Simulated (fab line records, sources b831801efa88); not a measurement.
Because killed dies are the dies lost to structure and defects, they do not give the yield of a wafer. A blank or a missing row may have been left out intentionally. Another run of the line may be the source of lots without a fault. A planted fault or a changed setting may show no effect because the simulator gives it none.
fab line records | flow gf180mcu
[record] lots = 13 | wafers = 39 | lastDay = 34
route steps=602 shown V2@404 V3@430 M4@458 V4@476
lots untouched by any fault: they come from a run of this same line in which no faults occurred
startH: hours from the record's first day to the start of the lot's first wafer shown | waitH: time in hours since the lot's previous step | " the same as in the row above | L1.1+2: several wafers, shown together as one row | - either no value or no given start | * or withheld: withheld | < > ~ a bound
route shown NAME@n: NAME is a module with steps in the file, n the number in the route of the first one | usual: the fault-free wafers' mean and standard deviation | same: alike in all rows | chamber/n: place in a boat | sites: the reading at each site | _std_site: their standard deviation | _edge_site: inner sites' mean taken away from outer sites' mean | radiusMm: how far each site lies from the wafer's centre | mask NAME#n: copy n | behind: the most recent tool/chamber to have shaped the wafer | hold: cause of the lot's hold/its duration in hours/its outcome | device: names the non-switching transistor (n, p or np) | end of line: at the end of the route, the tests of the same wafers | a step with no rows: only its recipe | killed: at the first sort, the dies lost to defects and structure; wafer yield is something else | map: dies across one wafer; x = killed, . = not, _ = none there
set.NAME: the setting the step ran with; set.NAME@STEP: the setting that earlier step ran with | model.NAME: the simulator's own value behind a step, which no gauge read
route steps across a sampled set of lots; one table per step, one row per wafer
services: the hour from which a tool's chamber was out of use, counted from the record's first day as startH (under 0 if before that day), plus the number of hours and why
[[steps]]
[step GF_V2_SPUTTER_22]
[recipe] material = TiN | targetThkNm = 10 | chamberPressurePa = 5 | powerW = 4000 | timeS = 40
[usual] throttleValvePct = 30.2/0.88
lot.wafer | tool          | chamber | startH | waitH | throttleValvePct
L829.4    | pvdSputter-02 | -       | 468.88 | 0.0   | 30.3
L829.5    | "             | -       | "      | "     | 30.6
L829.6    | "             | -       | "      | "     | 32.1
L830.3    | pvdSputter-01 | -       | 486.65 | 0.0   | 30.4
L830.4    | "             | -       | "      | "     | 28.9
L830.5    | "             | -       | "      | "     | 28.5
L831.1    | pvdSputter-02 | -       | 492.37 | 0.0   | 31.7
L831.3    | "             | -       | "      | "     | 31.2
L831.5    | "             | -       | "      | "     | 30.2
L833.1    | pvdSputter-02 | -       | 509.78 | 0.0   | 31.7
L833.3    | "             | -       | "      | "     | 30.1
L833.6    | "             | -       | "      | "     | 31.1
L841.1    | pvdSputter-01 | -       | 581.53 | 0.0   | 28.7
L841.3    | "             | -       | "      | "     | 30.1
L841.4    | "             | -       | "      | "     | 29.6
L842.1    | pvdSputter-02 | -       | 582.78 | 0.0   | 30.9
L842.3    | "             | -       | "      | "     | 31.2
L842.4    | "             | -       | "      | "     | 31.0
L843.2    | pvdSputter-01 | -       | 594.64 | 0.0   | 30.2
L843.3    | "             | -       | "      | "     | 29.7
L843.4    | "             | -       | "      | "     | 31.0
L844.2    | pvdSputter-02 | -       | 600.52 | 0.0   | 30.2
L844.3    | "             | -       | "      | "     | 31.7
L844.6    | "             | -       | "      | "     | 30.8
L846.1    | pvdSputter-01 | -       | 615.24 | 0.0   | 29.9
L846.2    | "             | -       | "      | "     | 29.7
L846.6    | "             | -       | "      | "     | 28.8
L847.1    | pvdSputter-01 | -       | 618.57 | 0.0   | 30.4
L847.2    | "             | -       | "      | "     | 30.9
L847.5    | "             | -       | "      | "     | 31.0
L848.3    | pvdSputter-02 | -       | 632.44 | 0.0   | 30.9
L848.4    | "             | -       | "      | "     | 30.1
L848.5    | "             | -       | "      | "     | 29.9
L849.1    | pvdSputter-03 | -       | 633.69 | 0.0   | 29.9
L849.3    | "             | -       | "      | "     | 28.9
L849.4    | "             | -       | "      | "     | 29.8
L850.1    | pvdSputter-03 | -       | 640.93 | 0.0   | 29.2
L850.5    | "             | -       | "      | "     | 29.5
L850.6    | "             | -       | "      | "     | 28.9
[step GF_V3_THK_MEAS_01]
[recipe] reads = SiO2_of_V3_CVD_00
[usual] V3_CVD_00_THK = 600/5.2
lot.wafer | tool         | chamber | startH | waitH | V3_CVD_00_THK[nm]
L829.4    | filmMetro-04 | -       | 494.43 | 0.0   | 596
L829.5    | "            | -       | "      | "     | 606
L829.6    | "            | -       | "      | "     | 595
L830.3    | filmMetro-04 | -       | 512.86 | 0.1   | 593
L830.4    | "            | -       | "      | "     | 592
L830.5    | "            | -       | "      | "     | 599
L831.1    | filmMetro-02 | -       | 517.62 | 0.0   | 609
L831.3    | "            | -       | "      | "     | 600
L831.5    | "            | -       | "      | "     | 600
L833.1    | filmMetro-04 | -       | 533.96 | 0.0   | 595
L833.3    | "            | -       | "      | "     | 598
L833.6    | "            | -       | "      | "     | 591
L841.1    | filmMetro-04 | -       | 604.09 | 0.0   | 596
L841.3    | "            | -       | "      | "     | 601
L841.4    | "            | -       | "      | "     | 601
L842.1    | filmMetro-04 | -       | 605.23 | 0.0   | 608
L842.3    | "            | -       | "      | "     | 600
L842.4    | "            | -       | "      | "     | 610
L843.2    | filmMetro-03 | -       | 617.29 | 0.0   | 594
L843.3    | "            | -       | "      | "     | 589
L843.4    | "            | -       | "      | "     | 594
L844.2    | filmMetro-02 | -       | 622.92 | 0.0   | 601
L844.3    | "            | -       | "      | "     | 606
L844.6    | "            | -       | "      | "     | 606
L846.1    | filmMetro-04 | -       | 637.68 | 0.0   | 601
L846.2    | "            | -       | "      | "     | 594
L846.6    | "            | -       | "      | "     | 600
L847.1    | filmMetro-04 | -       | 640.96 | 0.0   | 604
L847.2    | "            | -       | "      | "     | 599
L847.5    | "            | -       | "      | "     | 599
L848.3    | filmMetro-03 | -       | 654.29 | 0.1   | 602
L848.4    | "            | -       | "      | "     | 592
L848.5    | "            | -       | "      | "     | 599
L849.1    | filmMetro-03 | -       | 656.10 | 0.0   | 596
L849.3    | "            | -       | "      | "     | 595
L849.4    | "            | -       | "      | "     | 595
L850.1    | filmMetro-02 | -       | 663.12 | 0.0   | 609
L850.5    | "            | -       | "      | "     | 603
L850.6    | "            | -       | "      | "     | 611
[step GF_M4_SPUTTER_02]
[recipe] material = AlCu | targetThkNm = 450 | powerW = 10600 | timeS = 23.9 | chamberPressurePa = 0.4
[usual] throttleValvePct = 30.1/0.8
lot.wafer | tool          | chamber | startH | waitH | throttleValvePct
L829.4    | pvdSputter-02 | -       | 520.25 | 0.0   | 32.1
L829.5    | "             | -       | "      | "     | 31.0
L829.6    | "             | -       | "      | "     | 31.8
L830.3    | pvdSputter-02 | -       | 538.27 | 0.0   | 30.4
L830.4    | "             | -       | "      | "     | 31.4
L830.5    | "             | -       | "      | "     | 30.8
L831.1    | pvdSputter-02 | -       | 542.31 | 0.0   | 30.1
L831.3    | "             | -       | "      | "     | 31.1
L831.5    | "             | -       | "      | "     | 30.4
L833.1    | pvdSputter-04 | -       | 558.46 | 0.0   | 29.3
L833.3    | "             | -       | "      | "     | 30.0
L833.6    | "             | -       | "      | "     | 29.8
L841.1    | pvdSputter-03 | -       | 627.02 | 0.0   | 29.6
L841.3    | "             | -       | "      | "     | 28.9
L841.4    | "             | -       | "      | "     | 30.4
L842.1    | pvdSputter-04 | -       | 627.71 | 0.0   | 29.8
L842.3    | "             | -       | "      | "     | 29.8
L842.4    | "             | -       | "      | "     | 29.2
L843.2    | pvdSputter-02 | -       | 640.12 | 0.0   | 32.0
L843.3    | "             | -       | "      | "     | 31.2
L843.4    | "             | -       | "      | "     | 30.2
L844.2    | pvdSputter-04 | -       | 644.61 | 0.0   | 30.0
L844.3    | "             | -       | "      | "     | 30.0
L844.6    | "             | -       | "      | "     | 30.0
L846.1    | pvdSputter-03 | -       | 660.21 | 0.0   | 29.8
L846.2    | "             | -       | "      | "     | 30.1
L846.6    | "             | -       | "      | "     | 29.7
L847.1    | pvdSputter-04 | -       | 663.19 | 0.0   | 30.1
L847.2    | "             | -       | "      | "     | 29.0
L847.5    | "             | -       | "      | "     | 29.2
L848.3    | pvdSputter-04 | -       | 675.81 | 0.0   | 30.1
L848.4    | "             | -       | "      | "     | 29.8
L848.5    | "             | -       | "      | "     | 30.2
L849.1    | pvdSputter-02 | -       | 677.88 | 0.0   | 30.2
L849.3    | "             | -       | "      | "     | 31.6
L849.4    | "             | -       | "      | "     | 31.1
L850.1    | pvdSputter-03 | -       | 684.89 | 0.0   | 29.9
L850.5    | "             | -       | "      | "     | 30.8
L850.6    | "             | -       | "      | "     | 29.0
[step GF_V4_CVD_00]
[recipe] material = SiO2 | targetThkNm = 600 | sigmaOpenFrac = 0.3 | tempC = 400 | timeS = 100 | sih4FlowSccm = 60 | pressureMtorr = 6
[usual] sih4FlowSccm = 60.00/0.16 | susceptorTempC = 400.02/0.23
lot.wafer | tool      | chamber | startH | waitH | sih4FlowSccm | susceptorTempC
L829.4    | hdpcvd-02 | 0       | 543.96 | 0.0   | 60.02        | 399.66
L829.5    | "         | 1       | "      | "     | 60.10        | 400.27
L829.6    | "         | 2       | "      | "     | 59.79        | 400.25
L830.3    | hdpcvd-01 | 1       | 561.39 | 0.0   | 59.92        | 399.79
L830.4    | "         | 0       | "      | "     | 60.04        | 399.86
L830.5    | "         | 1       | "      | "     | 60.20        | 400.12
L831.1    | hdpcvd-02 | 1       | 565.05 | 0.0   | 48.07        | 400.43
L831.3    | "         | 0       | "      | "     | 59.93        | 400.13
L831.5    | "         | 1       | "      | "     | 48.08        | 400.04
L833.1    | hdpcvd-02 | 2       | 580.79 | 0.0   | 60.04        | 400.56
L833.3    | "         | 0       | "      | "     | 59.83        | 399.95
L833.6    | "         | 1       | "      | "     | 47.78        | 399.67
L841.1    | hdpcvd-01 | 1       | 648.71 | 0.0   | 59.90        | 399.94
L841.3    | "         | 2       | "      | "     | 60.17        | 399.59
L841.4    | "         | 1       | "      | "     | 59.94        | 400.78
L842.1    | hdpcvd-02 | 0       | 649.36 | 0.0   | 59.96        | 399.98
L842.3    | "         | 2       | "      | "     | 59.75        | 399.90
L842.4    | "         | 0       | "      | "     | 59.61        | 399.96
L843.2    | hdpcvd-01 | 2       | 660.77 | 0.0   | 59.98        | 400.11
L843.3    | "         | 1       | "      | "     | 59.96        | 400.44
L843.4    | "         | 0       | "      | "     | 59.84        | 399.98
L844.2    | hdpcvd-02 | 1       | 665.17 | 0.0   | 60.01        | 399.87
L844.3    | "         | 0       | "      | "     | 59.88        | 400.01
L844.6    | "         | 2       | "      | "     | 59.91        | 400.27
L846.1    | hdpcvd-02 | 0       | 680.75 | 0.0   | 59.89        | 400.21
L846.2    | "         | 1       | "      | "     | 60.27        | 400.37
L846.6    | "         | 2       | "      | "     | 59.90        | 399.81
L847.1    | hdpcvd-02 | 1       | 683.69 | 0.0   | 59.88        | 400.33
L847.2    | "         | 0       | "      | "     | 60.22        | 400.01
L847.5    | "         | 1       | "      | "     | 60.14        | 400.13
L848.3    | hdpcvd-01 | 2       | 695.98 | 0.0   | 60.05        | 399.87
L848.4    | "         | 0       | "      | "     | 59.86        | 400.10
L848.5    | "         | 1       | "      | "     | 59.97        | 399.75
L849.1    | hdpcvd-01 | 0       | 697.94 | 0.0   | 60.22        | 400.42
L849.3    | "         | 2       | "      | "     | 60.28        | 399.86
L849.4    | "         | 2       | "      | "     | 59.72        | 400.19
L850.1    | hdpcvd-01 | 1       | 703.64 | 0.0   | 60.15        | 400.13
L850.5    | "         | 0       | "      | "     | 59.89        | 400.24
L850.6    | "         | 1       | "      | "     | 59.79        | 400.03
[step GF_V4_THK_MEAS_01]
[recipe] reads = SiO2_of_V4_CVD_00
[usual] V4_CVD_00_THK = 600/5.4
lot.wafer | tool         | chamber | startH | waitH | V4_CVD_00_THK[nm]
L829.4    | filmMetro-03 | -       | 544.03 | 0.0   | 595
L829.5    | "            | -       | "      | "     | 604
L829.6    | "            | -       | "      | "     | 601
L830.3    | filmMetro-02 | -       | 561.48 | 0.1   | 600
L830.4    | "            | -       | "      | "     | 604
L830.5    | "            | -       | "      | "     | 602
L831.1    | filmMetro-03 | -       | 565.15 | 0.1   | 470
L831.3    | "            | -       | "      | "     | 595
L831.5    | "            | -       | "      | "     | 474
L833.1    | filmMetro-03 | -       | 580.87 | 0.0   | 603
L833.3    | "            | -       | "      | "     | 602
L833.6    | "            | -       | "      | "     | 476
L841.1    | filmMetro-02 | -       | 648.79 | 0.0   | 606
L841.3    | "            | -       | "      | "     | 602
L841.4    | "            | -       | "      | "     | 609
L842.1    | filmMetro-01 | -       | 649.43 | 0.0   | 604
L842.3    | "            | -       | "      | "     | 601
L842.4    | "            | -       | "      | "     | 602
L843.2    | filmMetro-03 | -       | 660.85 | 0.0   | 595
L843.3    | "            | -       | "      | "     | 591
L843.4    | "            | -       | "      | "     | 592
L844.2    | filmMetro-01 | -       | 665.26 | 0.0   | 603
L844.3    | "            | -       | "      | "     | 596
L844.6    | "            | -       | "      | "     | 599
L846.1    | filmMetro-02 | -       | 680.82 | 0.0   | 591
L846.2    | "            | -       | "      | "     | 591
L846.6    | "            | -       | "      | "     | 591
L847.1    | filmMetro-02 | -       | 683.76 | 0.0   | 597
L847.2    | "            | -       | "      | "     | 597
L847.5    | "            | -       | "      | "     | 601
L848.3    | filmMetro-02 | -       | 696.07 | 0.1   | 595
L848.4    | "            | -       | "      | "     | 591
L848.5    | "            | -       | "      | "     | 600
L849.1    | filmMetro-01 | -       | 698.02 | 0.0   | 604
L849.3    | "            | -       | "      | "     | 602
L849.4    | "            | -       | "      | "     | 598
L850.1    | filmMetro-03 | -       | 703.72 | 0.0   | 600
L850.5    | "            | -       | "      | "     | 600
L850.6    | "            | -       | "      | "     | 607
[[services]]
tool          | chamber | startH | hours | kind
pvdSputter-03 | -       | 462.89 | 0.8   | repair
pvdSputter-04 | -       | 473.47 | 5.9   | repair
pvdSputter-01 | -       | 497.26 | 0.6   | repair
hdpcvd-02     | -       | 497.96 | 4.3   | pm
hdpcvd-01     | 0       | 505.26 | 2.2   | repair
hdpcvd-02     | -       | 513.09 | 1.5   | repair
hdpcvd-01     | -       | 539.25 | 15.0  | pm
hdpcvd-01     | 0       | 539.25 | 15.0  | ventCycle
hdpcvd-01     | 1       | 539.25 | 15.0  | ventCycle
hdpcvd-01     | 2       | 539.25 | 15.0  | ventCycle
pvdSputter-02 | -       | 540.58 | 1.6   | repair
hdpcvd-01     | 0       | 554.25 | -     | clean
hdpcvd-01     | 1       | 554.25 | -     | clean
pvdSputter-04 | -       | 564.72 | 4.1   | repair
pvdSputter-02 | 2       | 581.52 | -     | consumableReplace:kit
pvdSputter-02 | 2       | 581.52 | 18.0  | scheduledDown
pvdSputter-02 | 2       | 581.52 | 18.0  | ventCycle
pvdSputter-03 | -       | 599.51 | 2.1   | repair
pvdSputter-02 | -       | 602.98 | 2.5   | repair
pvdSputter-03 | -       | 632.24 | 1.2   | repair
hdpcvd-02     | -       | 664.27 | 0.8   | pm
pvdSputter-03 | -       | 673.41 | 5.4   | repair
pvdSputter-01 | -       | 677.71 | 1.0   | repair
hdpcvd-02     | -       | 699.92 | 1.4   | repair
[[key]]
[firstSign] step = GF_V4_CVD_00 | reading = sih4FlowSccm | direction = down | sigmas = 73 | usual = 60.00 | struck = 47.97
[effect] step = GF_V4_THK_MEAS_01 | reading = V4_CVD_00_THK | direction = down | sigmas = 23 | usual = 600 | struck = 474
metAt GF_V4_CVD_00
struckLots L831,L833
struckWafers L831.1,L831.5,L833.6
notActingAt GF_V2_SPUTTER_22,GF_V3_THK_MEAS_01,GF_M4_SPUTTER_02
onsetBetween 543.96 565.05
[fault] kind = processParameterDrift | tool = hdpcvd-02 | chamber = 1 | onsetH = 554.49 | steps = GF_V4_CVD_00 | channel = sih4FlowSccm | offset = -12 | shape = step | endH = 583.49 | actsIn = theseRecipesOnly | stated = 60
